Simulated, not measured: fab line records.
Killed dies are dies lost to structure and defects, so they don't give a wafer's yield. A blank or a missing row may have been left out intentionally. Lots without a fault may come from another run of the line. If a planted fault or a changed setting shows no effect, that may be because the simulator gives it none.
fab line records	flow sky130
record: lots: 12	wafers: 36	last_day: 50
route steps=708 shown SONOS_TUNNEL@158 METAL1@450 VIA2@520
lots with no fault: from the same line, run without faults
start_h: hours from the record's opening day to when the first of the lot's shown wafers began	wait_h: hours since the lot's step before	" identical to the entry in the row above	L1.1+2: a row that stands for several wafers	- either no value or no given start	* or withheld: withheld	< > ~ a bound
route shown NAME@n: NAME is a module with steps in the file, n the number in the route of the first one	usual: mean and standard deviation over wafers with no fault	same: alike in all rows	chamber/n: place in a boat	sites: the reading at each site	_std_site: standard deviation across them	_edge_site: mean of outer sites minus mean of inner sites	radius_mm: for every site, how far away it sits from the centre of the wafer	mask NAME#n: copy n	behind: the most recent tool/chamber to have shaped the wafer	hold: why the lot was held/for how many hours/how that ended	device: which transistor (n, p or np) failed to switch	end of line: tests run on the same wafers once the route is complete	step lacking rows: just its recipe	killed: dies lost to structure and defects at the first sort, not the wafer's yield	map: a wafer's dies, marking killed ones x, the rest . and places with no die _
set.NAME: setting as actually run; set.NAME@STEP: the setting as run at that earlier step	model.NAME: the simulator's own value behind a step, which no gauge read
one table for each step of the route and one row for each wafer, over a sample of lots
services: from which hour (start_h, from the record's first day; less than 0 if before it) a tool's chamber was out of use, for how many hours, and why
== steps ==
step: SKY_SONOS_TUNNEL_EXPOSE_04
recipe: mask_id: TUNM	na: 0.6	source_shape: conventional	sigma_outer: 0.6	polarization: unpolarized	target_cd_nm: 410	dose_mj: 136
usual: exposure_dose_mJ_cm2: 136.01/0.14	focus_offset_nm: 0.0/0.6
lot.wafer	tool	chamber	start_h	wait_h	mask	exposure_dose_mJ_cm2	focus_offset_nm
L990.2	iline_stepper-01	0	250.92	-	TUNM#0	136.09	0.5
L990.3	"	0	"	"	TUNM#0	136.04	1.1
L990.4	"	0	"	"	TUNM#0	136.12	-0.6
L991.1	iline_stepper-01	0	257.97	-	TUNM#0	136.12	0.5
L991.4	"	0	"	"	TUNM#0	135.95	0.1
L991.6	"	0	"	"	TUNM#0	136.10	0.8
L993.1	iline_stepper-01	0	281.78	-	TUNM#0	136.16	-1.7
L993.4	"	0	"	"	TUNM#0	135.96	-0.5
L993.6	"	0	"	"	TUNM#0	135.96	-0.8
L994.2	iline_stepper-01	0	283.10	-	TUNM#0	135.69	-0.8
L994.4	"	0	"	"	TUNM#0	135.77	-0.7
L994.6	"	0	"	"	TUNM#0	135.91	-0.4
L995.1	iline_stepper-02	0	288.12	-	TUNM#0	135.98	-0.4
L995.3	"	0	"	"	TUNM#0	135.95	-0.7
L995.6	"	0	"	"	TUNM#0	135.90	0.5
L999.2	iline_stepper-02	0	317.78	-	TUNM#0	126.86	0.3
L999.3	"	0	"	"	TUNM#0	126.70	0.5
L999.6	"	0	"	"	TUNM#0	126.64	0.1
L100.2	iline_stepper-01	0	324.96	-	TUNM#0	136.16	0.8
L100.3	"	0	"	"	TUNM#0	136.36	0.3
L100.5	"	0	"	"	TUNM#0	136.19	-0.5
L101.2	iline_stepper-02	0	332.27	-	TUNM#0	128.51	0.4
L101.4	"	0	"	"	TUNM#0	128.64	0.8
L101.5	"	0	"	"	TUNM#0	128.63	0.3
L106.2	iline_stepper-01	0	372.95	-	TUNM#0	136.18	-0.3
L106.3	"	0	"	"	TUNM#0	136.13	-0.5
L106.4	"	0	"	"	TUNM#0	135.93	0.4
L108.3	iline_stepper-01	0	392.00	-	TUNM#0	136.09	0.8
L108.4	"	0	"	"	TUNM#0	136.13	0.9
L108.5	"	0	"	"	TUNM#0	135.87	0.8
L111.1	iline_stepper-01	0	408.57	-	TUNM#0	135.97	-1.0
L111.5	"	0	"	"	TUNM#0	135.94	-0.8
L111.6	"	0	"	"	TUNM#0	136.19	-1.0
L110.3	iline_stepper-01	0	408.90	-	TUNM#0	135.88	-0.8
L110.4	"	0	"	"	TUNM#0	135.82	0.5
L110.5	"	0	"	"	TUNM#0	135.76	-0.3
step: SKY_SONOS_TUNNEL_CD_MEAS_07
recipe: target_cd_nm: 410
usual: cd_nm: 410.4/2.2
lot.wafer	tool	chamber	start_h	wait_h	cd_nm
L990.2	cd_sem-01	-	263.09	0.1	413.1
L990.3	"	-	"	"	411.9
L990.4	"	-	"	"	412.1
L991.1	cd_sem-02	-	269.69	0.1	406.5
L991.4	"	-	"	"	405.1
L991.6	"	-	"	"	405.9
L993.1	cd_sem-01	-	293.83	0.1	409.2
L993.4	"	-	"	"	408.4
L993.6	"	-	"	"	408.5
L994.2	cd_sem-02	-	294.99	0.1	411.3
L994.4	"	-	"	"	411.7
L994.6	"	-	"	"	410.2
L995.1	cd_sem-01	-	299.54	0.1	410.6
L995.3	"	-	"	"	409.0
L995.6	"	-	"	"	410.2
L999.2	cd_sem-01	-	330.81	0.1	392.0
L999.3	"	-	"	"	391.0
L999.6	"	-	"	"	392.3
L100.2	cd_sem-02	-	338.70	0.1	412.7
L100.3	"	-	"	"	412.5
L100.5	"	-	"	"	413.2
L101.2	cd_sem-02	-	345.90	0.1	398.1
L101.4	"	-	"	"	395.9
L101.5	"	-	"	"	399.8
L106.2	cd_sem-01	-	386.99	0.1	410.8
L106.3	"	-	"	"	413.1
L106.4	"	-	"	"	410.0
L108.3	cd_sem-02	-	407.23	0.1	412.3
L108.4	"	-	"	"	408.1
L108.5	"	-	"	"	411.1
L111.1	cd_sem-01	-	422.78	0.1	409.8
L111.5	"	-	"	"	410.4
L111.6	"	-	"	"	412.1
L110.3	cd_sem-01	-	423.72	0.1	412.2
L110.4	"	-	"	"	411.7
L110.5	"	-	"	"	411.1
step: SKY_METAL1_OVL_MEAS_16
usual: METAL1_OVL: -4/5.8
lot.wafer	tool	chamber	start_h	wait_h	METAL1_OVL[nm]
L990.2	overlay-02	-	786.99	0.1	-7
L990.3	"	-	"	"	5
L990.4	"	-	"	"	-3
L991.1	overlay-02	-	799.88	0.1	-12
L991.4	"	-	"	"	5
L991.6	"	-	"	"	3
L993.1	overlay-01	-	816.01	0.1	-11
L993.4	"	-	"	"	-9
L993.6	"	-	"	"	-4
L994.2	overlay-02	-	816.62	0.1	-3
L994.4	"	-	"	"	6
L994.6	"	-	"	"	6
L995.1	overlay-01	-	823.61	0.1	3
L995.3	"	-	"	"	-6
L995.6	"	-	"	"	-1
L999.2	overlay-02	-	858.54	0.1	-7
L999.3	"	-	"	"	-9
L999.6	"	-	"	"	-5
L100.2	overlay-02	-	860.52	0.1	-12
L100.3	"	-	"	"	-14
L100.5	"	-	"	"	-10
L101.2	overlay-02	-	869.07	0.1	-4
L101.4	"	-	"	"	-2
L101.5	"	-	"	"	-2
L106.2	overlay-02	-	902.59	0.1	5
L106.3	"	-	"	"	-4
L106.4	"	-	"	"	-1
L108.3	overlay-02	-	920.15	0.1	10
L108.4	"	-	"	"	8
L108.5	"	-	"	"	7
L110.3	overlay-02	-	932.47	0.1	-5
L110.4	"	-	"	"	-1
L110.5	"	-	"	"	-8
L111.1	overlay-01	-	936.26	0.1	-6
L111.5	"	-	"	"	-11
L111.6	"	-	"	"	-15
step: SKY_VIA2_OVL_MEAS_13
usual: VIA2_OVL: 0/5.2
lot.wafer	tool	chamber	start_h	wait_h	VIA2_OVL[nm]
L990.2	overlay-01	-	871.67	0.1	1
L990.3	"	-	"	"	0
L990.4	"	-	"	"	2
L991.1	overlay-01	-	884.69	0.1	-3
L991.4	"	-	"	"	8
L991.6	"	-	"	"	8
L993.1	overlay-01	-	900.25	0.1	-2
L993.4	"	-	"	"	4
L993.6	"	-	"	"	1
L994.2	overlay-01	-	901.59	0.1	2
L994.4	"	-	"	"	0
L994.6	"	-	"	"	3
L995.1	overlay-02	-	907.24	0.1	-8
L995.3	"	-	"	"	-1
L995.6	"	-	"	"	0
L999.2	overlay-01	-	940.44	0.1	-1
L999.3	"	-	"	"	-6
L999.6	"	-	"	"	-2
L100.2	overlay-01	-	942.79	0.1	-2
L100.3	"	-	"	"	3
L100.5	"	-	"	"	4
L101.2	overlay-01	-	952.02	0.1	7
L101.4	"	-	"	"	6
L101.5	"	-	"	"	3
L106.2	overlay-02	-	981.74	0.1	-3
L106.3	"	-	"	"	-1
L106.4	"	-	"	"	-3
L108.3	overlay-01	-	999.11	0.1	-1
L108.4	"	-	"	"	-2
L108.5	"	-	"	"	-2
L110.3	overlay-01	-	1009.71	0.1	1
L110.4	"	-	"	"	-1
L110.5	"	-	"	"	4
L111.1	overlay-02	-	1013.55	0.1	-4
L111.5	"	-	"	"	5
L111.6	"	-	"	"	5
step: SKY_VIA2_STRIP_16
recipe: chemistry: O2/N2	power_w: 1400	pressure_mtorr: 1500	platen_temp_c: withheld	o2_flow_sccm: 3000	n2_flow_sccm: 300	overash_fraction: 0.5
usual: chamber_pressure_mTorr: 1500.0/1.4	drypump_motor_current_A: 5.8/0.47	oes_product_au: 0.399/0.0051	strip_time_to_endpoint_s: 4.04/0.037
lot.wafer	tool	chamber	start_h	wait_h	chamber_pressure_mTorr	drypump_motor_current_A	oes_product_au	rf_hours_counter_h	strip_time_to_endpoint_s
L990.2	plasma_asher-02	0	871.80	0.0	1500.2	5.5	0.407	105	4.09
L990.3	"	0	"	"	1499.2	5.5	0.402	-	4.07
L990.4	"	1	"	"	1500.6	5.2	0.405	-	4.08
L991.1	plasma_asher-02	0	884.83	0.0	1498.9	5.5	0.398	106	4.04
L991.4	"	0	"	"	1502.1	5.5	0.394	-	4.05
L991.6	"	1	"	"	1499.7	5.1	0.396	-	4.06
L993.1	plasma_asher-04	1	900.39	0.0	1498.4	6.1	0.401	15	4.01
L993.4	"	0	"	"	1500.4	6.4	0.401	-	4.03
L993.6	"	1	"	"	1502.1	6.1	0.400	-	4.00
L994.2	plasma_asher-03	1	901.73	0.0	1499.3	6.1	0.400	45	4.08
L994.4	"	1	"	"	1498.9	6.1	0.397	-	4.08
L994.6	"	1	"	"	1500.5	6.1	0.389	-	4.07
L995.1	plasma_asher-02	0	907.38	0.0	1502.9	5.5	0.395	108	4.07
L995.3	"	0	"	"	1500.1	5.5	0.402	-	4.02
L995.6	"	0	"	"	1496.2	5.5	0.401	-	4.05
L999.2	plasma_asher-04	0	940.58	0.0	1497.8	6.4	0.389	18	3.96
L999.3	"	1	"	"	1498.2	6.1	0.399	-	4.06
L999.6	"	0	"	"	1498.8	6.4	0.396	-	3.98
L100.2	plasma_asher-04	1	942.93	0.0	1501.3	6.1	0.405	19	4.10
L100.3	"	0	"	"	1499.3	6.4	0.399	-	4.08
L100.5	"	0	"	"	1498.9	6.4	0.401	-	4.07
L101.2	plasma_asher-03	1	952.15	0.0	1500.7	6.1	0.399	50	4.01
L101.4	"	0	"	"	1500.5	5.4	0.397	-	4.01
L101.5	"	1	"	"	1499.7	6.1	0.403	-	4.02
L106.2	plasma_asher-04	0	981.88	0.0	1498.9	6.4	0.394	23	4.05
L106.3	"	1	"	"	1501.7	6.1	0.382	-	3.98
L106.4	"	0	"	"	1500.9	6.4	0.391	-	4.06
L108.3	plasma_asher-03	0	999.27	0.1	1501.4	5.3	0.396	-	4.02
L108.4	"	1	"	"	1500.6	6.1	0.399	-	4.02
L108.5	"	0	"	"	1500.2	5.3	0.398	-	4.06
L110.3	plasma_asher-02	1	1009.87	0.1	1497.2	5.2	0.410	-	4.05
L110.4	"	0	"	"	1500.1	5.4	0.402	-	4.09
L110.5	"	0	"	"	1498.6	5.4	0.406	-	4.07
L111.1	plasma_asher-03	1	1013.69	0.0	1498.9	6.1	0.408	56	4.11
L111.5	"	0	"	"	1500.5	5.4	0.392	-	4.06
L111.6	"	1	"	"	1500.7	6.1	0.403	-	4.07
== services ==
tool	chamber	start_h	hours	kind
iline_stepper-01	-	242.81	1.7	pm
plasma_asher-04	-	286.22	1.8	repair
plasma_asher-02	-	321.93	0.7	repair
iline_stepper-01	-	348.81	2.1	pm
iline_stepper-01	-	412.25	7.1	repair
plasma_asher-03	-	421.25	9.0	pm
plasma_asher-04	-	430.52	0.3	repair
iline_stepper-01	-	460.99	1.7	pm
iline_stepper-01	-	491.96	8.9	pm
plasma_asher-03	-	508.31	19.8	pm
plasma_asher-02	-	520.30	1.8	repair
iline_stepper-01	-	532.21	6.1	repair
plasma_asher-02	-	574.75	14.6	pm
plasma_asher-02	-	635.27	2.8	pm
iline_stepper-01	-	642.06	8.8	repair
iline_stepper-01	-	679.17	1.7	pm
plasma_asher-03	-	704.69	5.0	repair
plasma_asher-04	-	733.75	9.0	pm
iline_stepper-01	-	744.85	3.5	repair
plasma_asher-04	-	776.10	7.5	repair
plasma_asher-03	-	788.62	0.7	repair
plasma_asher-03	-	792.67	2.2	repair
iline_stepper-01	-	897.35	1.7	pm
iline_stepper-01	-	1002.96	4.4	pm
== key ==
first_sign: step: SKY_SONOS_TUNNEL_EXPOSE_04	reading: exposure_dose_mJ_cm2	direction: down	sigmas: 59	usual: *	struck: *
effect: step: SKY_SONOS_TUNNEL_CD_MEAS_07	reading: cd_nm	direction: down	sigmas: 7.2	usual: 410.4	struck: 394.8	through: control_loop
met_at SKY_SONOS_TUNNEL_EXPOSE_04
struck_lots L999,L101
tester_left_out L999,L101
loop_trim: step: SKY_SONOS_TUNNEL_EXPOSE_04	setting: dose	lots: L101
not_acting_at SKY_METAL1_OVL_MEAS_16,SKY_VIA2_OVL_MEAS_13,SKY_VIA2_STRIP_16
onset_between 288.12 317.78
fault: kind: process_parameter_drift	tool: iline_stepper-02	chamber: -	onset_h: 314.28	steps: SKY_SONOS_TUNNEL_EXPOSE_04	channel: dose_mj	offset: -9.2402	shape: step	acts_in: these_recipes_only	stated: 136
tester_left_out: of these lots the tester's yield and bins aren't shown, on N5 and GAA mostly nor the transistor test; their killed dies are dies lost to structure and defects alone, not to doping, threshold or leakage, so they don't give the yield
loop_trim: a control loop set the setting to another value than it would have without faults
